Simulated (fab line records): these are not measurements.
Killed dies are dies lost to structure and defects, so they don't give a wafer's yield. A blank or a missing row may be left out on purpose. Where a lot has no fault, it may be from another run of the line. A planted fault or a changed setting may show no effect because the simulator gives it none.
2 desks looking at one fault || flow sky130 || each desk has only its own numbers; what lay behind them comes last

== METROLOGY DESK ==
Means of the sampled wafers that have a number, per lot and without regard to the tool the lot ran on: this is what the gauges read. The brackets show how far a lot's mean lies from the usual mean; more than 4 standard deviations puts the lot out of limits, marked OUT.
Columns: A = FIELD_ISO_CVD_24_THK at SKY_FIELD_ISO_THK_MEAS_25, usual 594 nm; B = SD_N_OVL at SKY_SD_N_OVL_MEAS_08, usual -0.1 nm; C = CONTACT_HDPCVD_THK at SKY_CONTACT_THK_MEAS_03, usual 566 nm
{"lot": "L402", "first seen here": "day 2 11:03", "A": 592, "B": 1.6, "C": 570}
{"lot": "L403", "first seen here": "day 2 15:40", "A": 593, "B": -0.3, "C": 568}
{"lot": "L404", "first seen here": "day 2 19:32", "A": 599, "B": 1.6, "C": 562}
{"lot": "L405", "first seen here": "day 3 00:52", "A": 597, "B": -0.9, "C": 558}
{"lot": "L407", "first seen here": "day 3 09:56", "A": 591, "B": -0.9, "C": 569}
{"lot": "L408", "first seen here": "day 3 14:52", "A": 592, "B": 0.9, "C": 556}
{"lot": "L413", "first seen here": "day 4 14:36", "A": 595, "B": -1.1, "C": 562}
{"lot": "L415", "first seen here": "day 5 13:30", "A": 595, "B": -0.2, "C": 565}
{"lot": "L416", "first seen here": "day 5 14:25", "A": 586, "B": -0.8, "C": 564}
{"lot": "L417", "first seen here": "day 5 20:17", "A": 592, "B": -0.7, "C": 569}
{"lot": "L419", "first seen here": "day 6 04:19", "A": 593, "B": 0.6, "C": 564}
{"lot": "L422", "first seen here": "day 6 17:29", "A": 596, "B": 0.0, "C": 565}
{"lot": "L423", "first seen here": "day 6 20:23", "A": 596, "B": 0.2, "C": 566}
{"lot": "L424", "first seen here": "day 7 03:45", "A": 583, "B": 0.9, "C": 567}
Finding of this desk: none of the 14 lots has anything out of limits.

== AT THE TOOL OWNER'S DESK: implanter-02 ==
The tool's own readings at SKY_LDD_N_IMPLANT_09: means of the sampled wafers that have a number, for each lot that ran on this tool. The brackets show how far a lot's mean lies from the usual mean; more than 4 standard deviations puts the lot out of limits, marked OUT.
Columns: A = dose_ions_cm2 at SKY_LDD_N_IMPLANT_09, usual 7.499e+13; B = faraday_current_uA at SKY_LDD_N_IMPLANT_09, usual 423; C = rotation_deg at SKY_LDD_N_IMPLANT_09, usual 113.00 degrees
{"lot": "L402", "first seen here": "day 17 06:55", "A": 7.496e+13, "B": 417, "C": 112.99}
{"lot": "L404", "first seen here": "day 17 22:06", "A": 7.491e+13, "B": 421, "C": 113.00}
{"lot": "L413", "first seen here": "day 21 09:10", "A": 7.503e+13, "B": 413, "C": 112.98}
{"lot": "L415", "first seen here": "day 22 17:23", "A": 7.490e+13, "B": 425, "C": 112.99}
{"lot": "L416", "first seen here": "day 22 23:38", "A": "6.273e+13 (-99 or more) OUT", "B": "353 (-7.8) OUT", "C": 112.99}
{"lot": "L417", "first seen here": "day 23 08:11", "A": "6.283e+13 (-99 or more) OUT", "B": "355 (-7.6) OUT", "C": 112.99}
Finding of this desk: L416, L417 out of limits; the first was L416 at day 22 23:38, on dose_ions_cm2 at SKY_LDD_N_IMPLANT_09. In limits: L402, L404, L413, L415.

== ALL TOGETHER ==
An alarm could have come from the tool owner's desk at day 22 23:38, on L416, L417.
Nothing out of limits was seen by the metrology desk.
The metrology desk holds a record of L416, L417, inside its limits.
On implanter-02, each named lot ran SKY_LDD_N_IMPLANT_09.

== WHAT HAD BEEN PUT IN BY THE SIMULATOR ==
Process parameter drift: implanter-02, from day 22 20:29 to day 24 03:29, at SKY_LDD_N_IMPLANT_09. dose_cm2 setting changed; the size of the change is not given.
Lots struck among those shown: L416, L417.
Time in hours from fault onset to the first out-of-limits reading at each desk: the tool owner's desk, 3.
